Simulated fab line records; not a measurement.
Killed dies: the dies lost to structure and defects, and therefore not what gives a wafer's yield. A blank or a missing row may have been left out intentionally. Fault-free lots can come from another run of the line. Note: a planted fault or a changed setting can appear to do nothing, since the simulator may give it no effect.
One fault seen from 2 desks	flow gf180mcu	numbers are kept per desk, each desk with only its own; the story behind them comes last

AT THE METROLOGY DESK
Lot by lot, what the gauges showed, no matter which tool ran the lot: averages of those sampled wafers that carry a number. A lot is out of limits, marked OUT, if its mean lies more than 4 standard deviations from the usual mean; the brackets give that distance.
Columns: A = VT_IMPLANT_TW at GF_VT_IMPLANT_TW_MEAS_10, usual 561; B = DUAL_GATE_OXIDATION_00_THK at GF_DUAL_GATE_THK_MEAS_03, usual 10.80 nm; C = POLY_GATE_OVL at GF_POLY_GATE_OVL_MEAS_11, usual 2 nm
lot	first seen here	A	B	C
L914	day 5 17:50	557	11.12	10
L915	day 5 20:57	553	11.07	-5
L917	day 6 10:44	567	10.81	6
L918	day 6 13:38	569	10.80	5
L919	day 6 19:53	556	10.82	7
L920	day 7 03:10	554	11.03	12
L921	day 7 07:52	555	10.79	-4
L922	day 7 14:50	558	11.24	-5
L923	day 7 20:28	567	16.54 (+25) OUT	2
L932	day 10 03:41	555	10.76	-2
L934	day 10 16:32	565	10.76	4
L935	day 10 19:35	566	10.44	2
L936	day 11 02:40	564	10.81	8
This desk finds L923 out of limits, with the earliest case on L923 at day 10 04:55 (DUAL_GATE_OXIDATION_00_THK at GF_DUAL_GATE_THK_MEAS_03). L914, L915, L917, L918, L919, L920, L921, L922, L932, L934, L935, L936 stayed within limits.

THE TOOL OWNER'S DESK: furnace-02
The tool's own readings at GF_DUAL_GATE_OXIDATION_02 (stabilise 600 s, purge 300 s, target thk 10.887 nm): means of the sampled wafers that have a number, for each lot that ran on this tool. A lot is out of limits, marked OUT, if its mean lies more than 4 standard deviations from the usual mean; the brackets give that distance.
Columns: A = ox temp c at GF_DUAL_GATE_OXIDATION_02, usual 900.0 C; B = spike tc bottom C at GF_DUAL_GATE_OXIDATION_02, usual 918 C
lot	first seen here	A	B
L915	day 7 19:08	900.4	915
L917	day 8 10:55	900.1	914
L918	day 8 16:52	899.6	914
L920	day 9 02:37	899.8	915
L921	day 9 09:13	899.5	915
L923	day 10 03:29	901.0	914
L934	day 13 03:50	900.1	915
L936	day 13 14:27	899.6	916
This desk's finding: nothing out of limits on any of the 8 lots.

ALL TOGETHER
The metrology desk could have raised an alarm at day 10 04:55, on L923.
The desk of the tool owner found nothing out of limits.
Tool owner's desk: L923 on record, inside its limits.
The lots listed all ran GF_DUAL_GATE_OXIDATION_02 on furnace-02.

WHAT THE SIMULATOR HAD PUT IN
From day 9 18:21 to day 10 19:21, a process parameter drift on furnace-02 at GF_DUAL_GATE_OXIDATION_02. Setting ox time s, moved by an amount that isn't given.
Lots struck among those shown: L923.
Delay in hours, fault start to first out-of-limits reading, per desk: metrology desk 11.
